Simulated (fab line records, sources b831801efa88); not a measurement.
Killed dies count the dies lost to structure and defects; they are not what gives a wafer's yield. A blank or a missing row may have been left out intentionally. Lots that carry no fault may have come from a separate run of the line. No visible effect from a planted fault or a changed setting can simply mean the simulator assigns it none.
Which of the tools did it? ; flow sky130 ; 12 lots with 35 wafers sampled at 3 steps, on a route of 708 steps

## WHAT THE GAUGES READ, wafer by wafer
SKY_METAL5_RS_MEAS_05: measurement is done with a four-point probe.
lot;measured;on;METAL5_ALCU_RS (ohm/sq)
L205;day 42 21:50;filmMetro-04;0.0262 0.0266 0.0264
L204;day 42 21:29;filmMetro-03;0.0271 0.0263 0.0270
L206;day 43 01:06;filmMetro-04;0.0272 0.0274 0.0271
L207;day 43 21:25;filmMetro-03;0.0271 0.0269 0.0268
L208;day 43 21:08;filmMetro-04;0.0266 0.0265 0.0267
L209;day 44 07:14;filmMetro-04;0.0272 0.0274 0.0263
L210;day 44 21:23;filmMetro-02;0.0270 0.0268 0.0269
L215;day 46 00:10;filmMetro-04;0.0273 0.0273 0.0273
L216;day 46 00:32;filmMetro-03;0.0272 0.0271
L223;day 47 22:38;filmMetro-04;0.0276 0.0273 0.0275
L224;day 48 05:04;filmMetro-03;0.0270 0.0268 0.0269
L225;day 47 23:53;filmMetro-03;0.0274 0.0271 0.0274

## WHAT TOOL EACH LOT RAN ON (gives the tool, then ch and the chambers of the sampled wafers, and finally the start)
lot;SKY_FIELD_ISO_CMP_27;SKY_VIA4_CMP_02
L205;cmp-01 ch 1,2,3, day 2 14:58;cmp-02 ch 1,2, day 41 21:02
L204;cmp-01 ch 0,2,3, day 2 15:26;cmp-01 ch 1,2,3, day 41 20:10
L206;cmp-01 ch 0,1,3, day 2 20:24;cmp-02 ch 0,1,3, day 42 00:28
L207;cmp-01 ch 0,1, day 3 00:11;cmp-02 ch 2,3, day 42 19:35
L208;cmp-02 ch 0,2,3, day 3 04:53;cmp-02 ch 0,1,3, day 42 19:59
L209;cmp-01 ch 1,2, day 3 08:35;cmp-02 ch 1,2,3, day 43 07:34
L210;cmp-02 ch 0,3, day 3 20:17;cmp-01 ch 1,2,3, day 43 21:53
L215;cmp-02 ch 1,2,3, day 4 19:29;cmp-01 ch 1,3, day 45 00:18
L216;cmp-02 ch 3, day 5 03:08;cmp-02 ch 2,3, day 45 00:59
L223;cmp-01 ch 1,2, day 6 15:58;cmp-01 ch 0,2,3, day 47 01:11
L224;cmp-01 ch 1,2,3, day 6 21:35;cmp-01 ch 0,1,2, day 47 07:49
L225;cmp-01 ch 1,2, day 6 23:02;cmp-02 ch 1,2,3, day 47 02:19
- SKY_FIELD_ISO_CMP_27: polishes, stops on Si3N4, t overpolish 16 s, target thk 457.8 nm.
- SKY_VIA4_CMP_02: polishes SiO2.

## AS READ BY THE TOOLS THEMSELVES (means over the sampled wafers that have a number; for cases with no such wafer, the mark the record gives instead)
SKY_FIELD_ISO_CMP_27.
lot;tool;headPressurePsi (psi);motorCurrentA (A);overpolishRunS (s);timeToEndpointS (s)
L205;cmp-01;3.996;11.2;16.004;117
L204;cmp-01;4.014;11.6;16.002;111
L206;cmp-01;3.991;10.5;16.010;115
L207;cmp-01;3.993;9.8;16.000;118
L208;cmp-02;4.005;11.3;16.002;108
L209;cmp-01;3.993;10.7;16.001;124
L210;cmp-02;4.003;11.5;16.002;110
L215;cmp-02;4.001;11.7;15.999;114
L216;cmp-02;4.012;12.1;15.997;112
L223;cmp-01;3.999;11.3;15.991;121
L224;cmp-01;3.995;11.2;15.993;119
L225;cmp-01;4.004;11.3;15.993;116

SKY_VIA4_CMP_02.
lot;tool;headPressurePsi (psi);motorCurrentA (A)
L205;cmp-02;4.001;12.2
L204;cmp-01;4.001;10.8
L206;cmp-02;3.997;11.6
L207;cmp-02;4.000;11.9
L208;cmp-02;4.004;11.4
L209;cmp-02;3.996;11.7
L210;cmp-01;3.999;11.2
L215;cmp-01;4.002;10.6
L216;cmp-02;3.995;11.8
L223;cmp-01;4.001;11.6
L224;cmp-01;3.997;11.0
L225;cmp-02;3.994;12.0

## THE ANSWER, worked out from the rows above alone
Rule: usual is defined by the lots themselves. Put in order of their means at a reading, lots are off if they are a third of the lots or fewer, leave a main group of 4 or more, and stand apart from it by a gap of 3 or more times the standard deviation of the main group's means; of several such gaps the widest counts. A main group is skipped when, at the precision printed for the reading in the tables above, its means are all equal. A lot without any number at a reading at which 4 lots or more have one is off too. The other lots that the step has rows for count as sound. Order of review: gauges by route order, followed by the tools' own readings, for which a lot's mean as printed above is used. At the first step where some lot is off, the reading lying furthest off is the one used; lots without a number count as furthest.
None of the lots is off at any reading shown; this tells nothing.

## WHAT THE SIMULATOR PUT IN
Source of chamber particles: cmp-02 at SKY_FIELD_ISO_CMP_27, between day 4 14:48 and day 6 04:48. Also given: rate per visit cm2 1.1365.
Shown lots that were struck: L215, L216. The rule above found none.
